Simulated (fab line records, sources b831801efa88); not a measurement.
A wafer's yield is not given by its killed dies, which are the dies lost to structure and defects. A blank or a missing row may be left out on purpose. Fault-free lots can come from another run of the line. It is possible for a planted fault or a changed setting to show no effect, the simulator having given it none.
Which tool was responsible?	flow gf180mcu	Sampling: 24 lots, 72 wafers, 3 of 602 route steps

WHAT THE GAUGES READ, wafer by wafer
GF_M3_OVL_MEAS_15.
lot	measured	on	M3_OVL (nm)
L074	day 21 05:50	overlay-01	-1 7 3
L075	day 21 18:39	overlay-02	-9 -3 -10
L076	day 21 20:38	overlay-02	-4 -2 3
L077	day 22 13:14	overlay-01	1 4 4
L078	day 23 02:59	overlay-01	-12 -12 -4
L079	day 23 04:08	overlay-01	3 4 5
L080	day 23 23:30	overlay-02	-1 0 0
L081	day 23 23:53	overlay-01	-5 -6 1
L082	day 24 06:01	overlay-02	6 6 1
L083	day 24 17:20	overlay-01	-4 -9 0
L084	day 25 04:44	overlay-01	-2 -2 5
L085	day 25 07:44	overlay-01	3 -1 11
L086	day 25 18:09	overlay-01	-5 5 -3
L087	day 25 21:02	overlay-01	-4 -6 1
L088	day 26 08:05	overlay-02	4 1 5
L089	day 26 19:03	overlay-01	-1 -6 5
L090	day 27 06:32	overlay-01	-8 -6 -9
L091	day 27 07:43	overlay-02	2 5 3
L092	day 27 11:35	overlay-02	1 4 5
L093	day 27 23:32	overlay-02	-1 -1 -6
L094	day 28 05:32	overlay-02	4 0 4
L095	day 28 08:28	overlay-01	1 -2 2
L096	day 28 13:59	overlay-02	-2 -2 5
L097	day 28 22:56	overlay-02	-2 -1 0

GF_M4_OVL_MEAS_15.
lot	measured	on	M4_OVL (nm)
L074	day 23 06:40	overlay-02	-7 -5 -8
L075	day 23 19:23	overlay-02	-11 -14 0
L076	day 23 22:22	overlay-02	-13 -7 1
L077	day 24 14:28	overlay-01	-8 -8 -12
L078	day 25 02:11	overlay-02	6 -5 -2
L079	day 25 03:44	overlay-02	-3 -8 -1
L080	day 25 21:25	overlay-01	-11 -15 -6
L081	day 25 21:43	overlay-02	-12 -8 -2
L082	day 26 04:50	overlay-02	-15 -3 -13
L083	day 26 15:13	overlay-02	-6 -6 0
L084	day 27 00:22	overlay-02	1 7 3
L085	day 27 04:32	overlay-01	-12 0 -9
L086	day 27 14:05	overlay-02	-12 2 -4
L087	day 27 17:50	overlay-01	-2 -10 9
L088	day 28 04:20	overlay-02	-7 3 -9
L089	day 28 14:02	overlay-01	4 4 2
L090	day 29 00:32	overlay-01	-10 -10 5
L091	day 29 01:13	overlay-01	-3 -10 -8
L092	day 29 05:52	overlay-01	-12 -13 -2
L093	day 29 16:22	overlay-02	0 -9 5
L094	day 29 21:35	overlay-01	-12 -9 -3
L095	day 30 01:40	overlay-02	6 3 4
L096	day 30 06:46	overlay-02	-12 -15 -12
L097	day 30 15:35	overlay-01	-10 -3 -12

WHAT TOOL EACH LOT RAN ON (gives the tool, then ch and the chambers of the sampled wafers, and finally the start)
lot	GF_VT_IMPLANT_STRIP_09
L074	plasma asher-01 ch 0,1, day 5 16:25
L075	plasma asher-01 ch 0,1, day 5 20:12
L076	plasma asher-01 ch 0, day 6 01:16
L077	plasma asher-02 ch 0,1, day 6 08:28
L078	plasma asher-04 ch 0,1, day 6 19:25
L079	plasma asher-01 ch 0,1, day 6 20:38
L080	plasma asher-02 ch 0,1, day 7 03:52
L081	plasma asher-01 ch 0,1, day 7 08:34
L082	plasma asher-04 ch 0,1, day 7 14:43
L083	plasma asher-02 ch 0,1, day 7 21:55
L084	plasma asher-02 ch 0,1, day 8 03:38
L085	plasma asher-02 ch 0,1, day 8 10:37
L086	plasma asher-04 ch 0,1, day 8 17:59
L087	plasma asher-01 ch 0,1, day 8 22:19
L088	plasma asher-02 ch 0,1, day 9 06:34
L089	plasma asher-04 ch 0,1, day 9 15:38
L090	plasma asher-02 ch 0,1, day 9 21:49
L091	plasma asher-02 ch 0, day 10 00:40
L092	plasma asher-04 ch 0,1, day 10 06:59
L093	plasma asher-02 ch 0,1, day 10 15:02
L094	plasma asher-04 ch 0,1, day 10 19:35
L095	plasma asher-02 ch 1, day 11 00:28
L096	plasma asher-04 ch 0,1, day 11 06:04
L097	plasma asher-01 ch 0,1, day 11 13:25
- GF_VT_IMPLANT_STRIP_09: strips in O2/N2.

WHAT THE TOOLS THEMSELVES READ (means of the sampled wafers that have a number; where no wafer has one, the mark that the record gives instead)
GF_VT_IMPLANT_STRIP_09.
lot	tool	drypump motor current A (A)	heater power w (W)	oes product au (a.u.)	strip time to endpoint s (s)
L074	plasma asher-01	6.0	336	0.712	12.62
L075	plasma asher-01	5.8	334	0.713	12.64
L076	plasma asher-01	5.5	328	0.714	12.63
L077	plasma asher-02	5.7	297	0.716	12.69
L078	plasma asher-04	5.3	284	0.718	12.64
L079	plasma asher-01	6.0	335	0.716	12.58
L080	plasma asher-02	5.7	298	0.716	12.62
L081	plasma asher-01	5.8	326	0.717	12.68
L082	plasma asher-04	5.3	282	0.715	12.64
L083	plasma asher-02	5.7	297	0.717	12.70
L084	plasma asher-02	5.9	282	0.716	12.66
L085	plasma asher-02	5.9	282	0.710	12.67
L086	plasma asher-04	5.3	280	0.716	12.62
L087	plasma asher-01	5.8	333	0.718	12.67
L088	plasma asher-02	5.7	295	0.714	12.60
L089	plasma asher-04	5.5	315	0.716	12.63
L090	plasma asher-02	5.8	295	0.713	12.61
L091	plasma asher-02	6.1	273	0.713	12.63
L092	plasma asher-04	5.5	312	0.713	12.63
L093	plasma asher-02	5.7	297	0.715	12.66
L094	plasma asher-04	5.3	286	0.715	12.58
L095	plasma asher-02	5.5	315	0.716	12.64
L096	plasma asher-04	5.3	283	0.717	12.62
L097	plasma asher-01	6.0	334	0.714	12.60

THE ANSWER, worked out from the rows above alone
Rule: the usual values come from the lots themselves. The widest of any qualifying gaps counts: lots, ordered by their means at a reading, are off when they make up no more than a third of the lots, leave a main group of 4 or more, and stand apart from it by 3 or more times the standard deviation of that group's means. A main group is skipped when, at the precision printed for the reading in the tables above, its means are all equal. Also off: a lot with no number at a reading for which 4 or more lots have one. The other lots that the step has rows for count as sound. After the gauges, taken in route order, come the tools' own readings; for these a lot's mean is taken, as printed above. At the first step where some lot is off, the reading lying furthest off is the one used; lots without a number count as furthest.
None of the lots is off at any reading shown; this tells nothing.

WHAT THE SIMULATOR HAD PUT IN
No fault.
